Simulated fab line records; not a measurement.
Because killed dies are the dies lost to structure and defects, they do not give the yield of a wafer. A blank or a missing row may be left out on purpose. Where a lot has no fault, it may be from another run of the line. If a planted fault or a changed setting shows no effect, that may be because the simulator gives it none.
A lot that was struck, set against a sound lot -- flow sky130 -- 15 out of 708 route steps
Sound: these wafers, L840.1, L840.2, L840.5. The struck wafers were L854.3, L854.4, L854.6. The cause is named last.
Order at every step that has rows: each side's tool, ch and its chambers, its first start. Under that, the readings that differ: sound wafers -- struck wafers -- difference of the means -- sigmas: that difference in standard deviations of wafers without a fault.
alike: same words and numbers on both sides, and readings whose means sit less than 2 such deviations apart. not compared: any withheld reading, any reading some wafer has no value for, any bound like >300 that may hide the same value, and any number with overlapping values for which the record gives no deviation.
A row with sigmas, a row that says differs or no value, or rows on one side alone: a step with any of these is where the two part. Numbers that don't overlap but have no deviation are shown without sigmas and don't part them. Lack of a reading on every wafer of one side parts them only where that side has two or more wafers.

first, 3 steps without rows for these wafers: SKY_CONTACT_EXPOSE_11 (exposes mask CTM1, target cd 170 nm); SKY_CONTACT_PEB_12; SKY_CONTACT_DEVELOP_13 (develop time 60 s).
SKY_CONTACT_CD_MEAS_14: the cd target is 170 nm.
  sound on cd sem-02, day 34 21:50; struck on cd sem-02, day 38 16:08
  alike: cd nm
SKY_CONTACT_OVL_MEAS_15:
  sound on overlay-01, day 34 21:58; struck on overlay-02, day 38 16:13
  alike: CONTACT_OVL
SKY_CONTACT_ETCH_16: etches BARC in N2/H2, stops on SiO2, time 45.9 s, target depth 60 nm.
  sound on rie diel-01 ch 1,2,3, day 34 22:00; struck on rie diel-04 ch 0,1,3, day 38 16:14
  alike: bias w, drypump motor current A, oes product au, throttle valve pct
  not compared: rf hours counter h
SKY_CONTACT_ETCH_17: etches SiO2 in C4F8/O2/Ar, stops on Si3N4, target depth 340 nm.
  sound on rie diel-01 ch 1,2,3, day 34 22:02; struck on rie diel-04 ch 0,1,3, day 38 16:17
  alike: bias w, oes product au
SKY_CONTACT_ETCH_18: etches Si3N4 in CHF3/O2, stops on TiN, time 39 s, target depth 75 nm.
  sound: rie diel-01 ch 1,2,3; struck: rie diel-04 ch 0,1,3
  alike: bias w, chf3 flow sccm, drypump motor current A, oes product au, throttle valve pct
  not compared: rf hours counter h
SKY_CONTACT_STRIP_19: strips in O2/N2.
  sound on plasma asher-01 ch 0,1, day 34 22:08; struck on plasma asher-01 ch 0,1, day 38 16:25
reading,sound,struck,difference,sigmas
oes product au (a.u.),0.377 0.369 0.385,0.382 0.381 0.398,+0.010,+2
  alike: drypump motor current A, strip time to endpoint s
  not compared: rf hours counter h
then, 3 steps without rows for these wafers: SKY_CONTACT_STRIP_20 (strips in post etch residue remover, time 1200 s); SKY_CONTACT_CLEAN_21 (cleans in IPA, time 180 s); SKY_CONTACT_CLEAN_22 (cleans in O3/DIW).
SKY_CONTACT_SPUTTER_23: material TiN, target thk 20 nm, time 80 s.
  sound on pvd sputter-04, day 34 22:45; struck on pvd sputter-04, day 38 16:58
reading,sound,struck,difference,sigmas
model.TiN_of_CONTACT_SPUTTER_23.thk nm (nm),20.2 20.12 20.19,18.74 18.81 18.47,-1.50,
  alike: throttle valve pct
SKY_CONTACT_CVD_24: deposits W, target thk 340 nm, time 102.12 s.
  sound on cvd w-01 ch 0,1, day 34 22:49; struck on cvd w-02 ch 0,1, day 38 17:04
  alike: heater power w, susceptor temp C
SKY_PAD_OPEN_PROBE_99:
  the record holds rows for the sound wafers here (prober-01, day 48 07:31) but none for the struck ones

WHERE THEY PART
Earliest at SKY_CONTACT_STRIP_19; latest, in this record, at SKY_PAD_OPEN_PROBE_99.

WHY: what had been put in by the simulator
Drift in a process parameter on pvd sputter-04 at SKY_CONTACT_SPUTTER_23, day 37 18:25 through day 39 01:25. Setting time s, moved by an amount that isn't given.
